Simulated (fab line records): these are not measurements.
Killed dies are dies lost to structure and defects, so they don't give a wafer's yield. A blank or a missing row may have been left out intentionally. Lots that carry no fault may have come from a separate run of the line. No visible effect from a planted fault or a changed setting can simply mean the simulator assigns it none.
Problem report, 8D (eight disciplines) form, completed by code ; flow gf180mcu ; the parts of the form that need people (team, actions taken, sign-off) are left out

1. WHAT IS WRONG
At GF_LVPWELL_STRIP_10, stripTimeToEndpointS averages 38.33 s over 6 wafers from 2 lots, while fault-free wafers read 36.96 s, standard deviation 0.096. Measured from the usual mean, that is +14 standard deviations.
The step: strips in O2/N2.
The first sign was on wafer L201.2 at day 5 01:53, on plasmaAsher-03. The record holds 36 wafers of 12 lots with a number at this step. Rule for "out", or "out of limits": more than 4 standard deviations from the usual mean. All remaining wafers that have a number are taken as sound.

2. WHAT IT IS AND WHAT IT IS NOT
question;is;is not
which readings at this step;stripTimeToEndpointS;drypumpMotorCurrentA, heaterPowerW, oesProductAu, platenTempC
which lots;L201, L206;L196, L197, L199, L207, L208, L211, L213, L215, L217, L219
which wafers of those lots;all that have a number;-
read on which tools;plasmaAsher-01, plasmaAsher-03;plasmaAsher-02
when;from day 5 01:53;"up to then (9 sound wafers); but 21 sound wafers of L207, L208, L211, L213, L215, L217, L219 came after"

3. SUSPECTS, AND WHAT RULES EACH OUT
Counting: a tool stays on the suspect list if, at a process step up to the reading, it processed all lots that are out and no sound lot following the first of them.
- lithoTrack-03 at GF_LVPWELL_COAT_02 (resist thk 3000 nm): kept. All lots that are out passed through it, beginning with L201 at day 4 18:19, and no sound lot followed; its final sound lot before that point was L196 at day 3 16:02.
Left after counting: lithoTrack-03 at GF_LVPWELL_COAT_02.

4. THE CAUSE (what the simulator had put in)
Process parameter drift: lithoTrack-03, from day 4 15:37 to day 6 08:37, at GF_LVPWELL_COAT_02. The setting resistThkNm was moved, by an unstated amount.
After counting, this tool was the only one left.

5. THE CHAIN OF EFFECTS, in route order
Rows list readings where the struck wafers' mean (over those with a number) sits beyond 3 standard deviations from the usual. Only readings for which the record gives a usual standard deviation are gone through. hours: the time from each lot's start at the first step in this table that gives one to its start at this step, as a median over the lots. sigmas: the change in usual standard deviations.
hours;step;reading;usual;on struck wafers;change;sigmas
0;GF_LVPWELL_STRIP_10;stripTimeToEndpointS;36.96 s;38.33;+1.37;+14
It contains these process steps:
- GF_LVPWELL_STRIP_10: strips in O2/N2.
Later measuring or inspecting steps at which every struck wafer that the step has a row for has a number for every such reading, and none has moved that far: GF_MVSD_OVL_MEAS_07, GF_MVSD_TW_MEAS_11.

6. HOW IT WOULD HAVE BEEN CAUGHT EARLIER
The fault began at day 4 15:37; the first out-of-limits reading in this record came at day 5 01:53, 10 hours later.
Tool readings at GF_LVPWELL_COAT_02 with a usual standard deviation given in the record: none out on any struck wafer, hence no alarm at a limit of 4 standard deviations on them.
L206, from the lots that are out (2), started GF_LVPWELL_COAT_02 on lithoTrack-03 later than day 5 01:53. Had the tool been put on hold then, it would have been spared.
